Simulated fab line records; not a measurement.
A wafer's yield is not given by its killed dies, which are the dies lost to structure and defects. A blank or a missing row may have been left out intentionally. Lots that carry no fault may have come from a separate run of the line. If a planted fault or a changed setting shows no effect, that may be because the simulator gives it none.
Problem report, 8D (eight disciplines) form, completed by code -- flow gf180mcu -- the parts of the form that need people (team, actions taken, sign-off) are left out

1. WHAT IS WRONG
At GF_MIM_SPUTTER_01, chamber pressure pa averages 0.3295 Pa over 9 wafers from 3 lots, while fault-free wafers read 0.3999 Pa, standard deviation 0.00082. Measured from the usual mean, that is -86 standard deviations.
The step: material TiN, target thk 30 nm, time 25 s.
First observed at day 28 12:09: wafer L877.3, on pvd sputter-04. At this step, 21 wafers from 7 lots have a number in the record. By rule, "out" or "out of limits" means more than 4 standard deviations away from the usual mean. The other wafers with a number count as sound.

2. WHAT IT IS AND WHAT IT IS NOT
question,is,is not
which readings at this step,chamber pressure pa,-
which lots,"L877, L879, L882","L871, L872, L883, L885"
which wafers of those lots,all that have a number,-
read on which tools,pvd sputter-04,pvd sputter-03
when,from day 28 12:09,"up to then (6 sound wafers); but 6 sound wafers of L883, L885 came after"

3. WHAT RULES OUT EACH SUSPECT
Counting: a tool at any process step up to the reading remains a suspect when it ran all the lots that are out and ran no sound lot after the first of those.
- pvd sputter-04 at GF_MIM_SPUTTER_01 (material TiN, target thk 30 nm, time 25 s): kept. Every lot that is out went through it, starting with L877 (day 28 12:09), and after that it ran no sound lot; the last sound lot it ran before then is L872 (day 26 20:34). Its own chamber pressure pa readings are out on those wafers.
Left after counting: pvd sputter-04 at GF_MIM_SPUTTER_01.

4. THE CAUSE (what the simulator had put in)
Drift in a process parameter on pvd sputter-04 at GF_MIM_SPUTTER_01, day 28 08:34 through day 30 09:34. A move of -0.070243 in setting chamber pressure pa, from 0.4. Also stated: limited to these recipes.
This tool alone remained once counting was done.

5. SEQUENCE OF EFFECTS, ordered by route
Each row: a reading where the mean over the struck wafers with a number is more than 3 standard deviations away from the usual. Only readings whose record carries a usual standard deviation are examined. hours: median over the lots of the time between each lot's start at the first step of this table that gives one and its start at this step. sigmas: the change, counted in usual standard deviations.
hours,step,reading,usual,on struck wafers,change,sigmas
0,GF_MIM_SPUTTER_01,chamber pressure pa,0.3999 Pa,0.3295,-0.0704,-86
It contains these process steps:
- GF_MIM_SPUTTER_01: material TiN, target thk 30 nm, time 25 s.

6. WHAT WOULD HAVE CAUGHT IT SOONER
First out-of-limits reading in this record: day 28 12:09, which is 4 hours after fault onset at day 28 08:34.
